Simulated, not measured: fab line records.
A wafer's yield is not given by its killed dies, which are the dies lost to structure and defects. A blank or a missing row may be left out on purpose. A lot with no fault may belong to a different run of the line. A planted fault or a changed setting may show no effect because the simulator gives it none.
2 desks looking at one fault || flow gf180mcu || numbers are kept per desk, each desk with only its own; the story behind them comes last

== AT THE METROLOGY DESK ==
What the gauges read, lot by lot, whatever tool the lot ran on: means of the sampled wafers that have a number. A lot is out of limits, marked OUT, if its mean lies more than 4 standard deviations from the usual mean; the brackets give that distance.
Columns: A = LVPWELL_OVL at GF_LVPWELL_OVL_MEAS_07, usual -0.6 nm
{"lot": "L406", "first seen here": "day 3 21:22", "A": 0.5}
{"lot": "L408", "first seen here": "day 4 06:46", "A": -1.8}
{"lot": "L409", "first seen here": "day 4 12:22", "A": -2.1}
{"lot": "L410", "first seen here": "day 4 23:03", "A": -2.1}
{"lot": "L414", "first seen here": "day 5 15:51", "A": -1.4}
{"lot": "L419", "first seen here": "day 6 20:22", "A": 2.3}
{"lot": "L420", "first seen here": "day 7 03:45", "A": -1.0}
{"lot": "L421", "first seen here": "day 7 12:04", "A": -1.2}
{"lot": "L422", "first seen here": "day 7 17:37", "A": -0.9}
{"lot": "L423", "first seen here": "day 7 20:49", "A": -0.9}
{"lot": "L428", "first seen here": "day 8 23:43", "A": -1.4}
This desk found nothing out of limits on any of the 11 lots.

== THE TOOL OWNER'S DESK: rieSi-02 ==
The tool's own readings at GF_STI_ETCH_14 (etches Si in HBr/Cl2/O2, target depth 360 nm, time 102.9 s): means of the sampled wafers that have a number, for each lot that ran on this tool. A lot is out of limits, marked OUT, if its mean lies more than 4 standard deviations from the usual mean; the brackets give that distance.
Columns: A = biasW at GF_STI_ETCH_14, usual 150.0 W; B = drypumpMotorCurrentA at GF_STI_ETCH_14, usual 5.5 A; C = oesProductAu at GF_STI_ETCH_14, usual 1.007 a.u.; D = throttleValvePct at GF_STI_ETCH_14, usual 25.651 %
{"lot": "L406", "first seen here": "day 2 01:18", "A": 149.8, "B": 5.2, "C": 1.013, "D": 25.650}
{"lot": "L414", "first seen here": "day 3 19:08", "A": 150.0, "B": 5.8, "C": 1.027, "D": 25.639}
{"lot": "L419", "first seen here": "day 4 19:56", "A": 150.0, "B": 5.3, "C": "1.127 (+7.5) OUT", "D": "25.561 (-6.9) OUT"}
{"lot": "L420", "first seen here": "day 5 01:40", "A": 150.4, "B": 5.7, "C": "1.135 (+8.0) OUT", "D": "25.572 (-6.1) OUT"}
This desk's finding: out of limits on L419, L420; first on L419, day 4 19:56 (oesProductAu at GF_STI_ETCH_14). In limits: L406, L414.

== TAKEN TOGETHER ==
An alarm could have come from the tool owner's desk at day 4 19:56, on L419, L420.
From the metrology desk's view, nothing was out of limits.
The metrology desk has L419, L420 on record, within its limits.
On rieSi-02, each named lot ran GF_STI_ETCH_14.

== WHAT THE SIMULATOR PUT IN ==
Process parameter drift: rieSi-02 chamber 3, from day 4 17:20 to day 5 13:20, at GF_STI_ETCH_14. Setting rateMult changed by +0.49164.
Shown lots that were struck: L419, L420.
Hours from the fault's start to each desk's first reading out of limits: the tool owner's desk, 3.
